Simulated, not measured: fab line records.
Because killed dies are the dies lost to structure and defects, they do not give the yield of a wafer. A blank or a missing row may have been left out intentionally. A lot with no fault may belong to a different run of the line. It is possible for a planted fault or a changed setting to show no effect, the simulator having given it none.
Matching of chambers :: flow sky130 :: rie_diel-03 running SKY_FIELD_ISO_ETCH_15: 4 sister chambers
The step etches the open film in CHF3/O2, stops on Si, target depth 180 nm, time 72 s. 8 wafers are shown with their chamber, then 7 later ones without.

## EACH WAFER AND ITS CHAMBER
wafer: L154.1
chamber: 3
drypump_motor_current_A (A): 5.9
oes_product_au (a.u.): 0.945

wafer: L154.3
chamber: 2
drypump_motor_current_A (A): 5.4
oes_product_au (a.u.): 0.948

wafer: L154.6
chamber: 1
drypump_motor_current_A (A): 6.6
oes_product_au (a.u.): 0.949

wafer: L157.1
chamber: 2
drypump_motor_current_A (A): 5.4
oes_product_au (a.u.): 0.949

wafer: L157.2
chamber: 0
drypump_motor_current_A (A): 5.0
oes_product_au (a.u.): 0.943

wafer: L157.4
chamber: 1
drypump_motor_current_A (A): 6.5
oes_product_au (a.u.): 0.951

wafer: L160.3
chamber: 3
drypump_motor_current_A (A): 5.9
oes_product_au (a.u.): 0.939

wafer: L160.4
chamber: 0
drypump_motor_current_A (A): 5.0
oes_product_au (a.u.): 0.932

## WAFERS WITH NO CHAMBER GIVEN
wafer: L160.6
drypump_motor_current_A (A): 5.0
oes_product_au (a.u.): 0.946

wafer: L161.3
drypump_motor_current_A (A): 5.9
oes_product_au (a.u.): 0.959

wafer: L161.4
drypump_motor_current_A (A): 5.0
oes_product_au (a.u.): 0.963

wafer: L161.6
drypump_motor_current_A (A): 6.5
oes_product_au (a.u.): 0.961

wafer: L167.2
drypump_motor_current_A (A): 5.4
oes_product_au (a.u.): 0.943

wafer: L167.4
drypump_motor_current_A (A): 5.8
oes_product_au (a.u.): 0.937

wafer: L167.6
drypump_motor_current_A (A): 5.9
oes_product_au (a.u.): 0.939

## WHICH CHAMBER EACH ONE RAN IN
wafer: L160.6
from the rows above: 0
in truth: 0

wafer: L161.3
from the rows above: 3
in truth: 3

wafer: L161.4
from the rows above: 0
in truth: 0

wafer: L161.6
from the rows above: 1
in truth: 1

wafer: L167.2
from the rows above: 2
in truth: 2

wafer: L167.4
from the rows above: 3
in truth: 3

wafer: L167.6
from the rows above: 3
in truth: 3
7 of 7 placed correctly. Not placeable from these rows: 0. 0 placed wrongly.
How it was worked out, from the rows above alone: a wafer's distance from a chamber is the root of the sum, over the readings, of the square of ((its reading less the chamber's mean) divided by the reading's scatter). If the next closest chamber is less than 2 further off than the closest, the wafer can't be placed; otherwise it belongs to the closest. Each chamber's mean is taken over the wafers shown for it. The scatter is the square root of a quotient: the sum, over the shown wafers, of each reading's squared deviation from its chamber's mean, divided by wafers minus chambers.
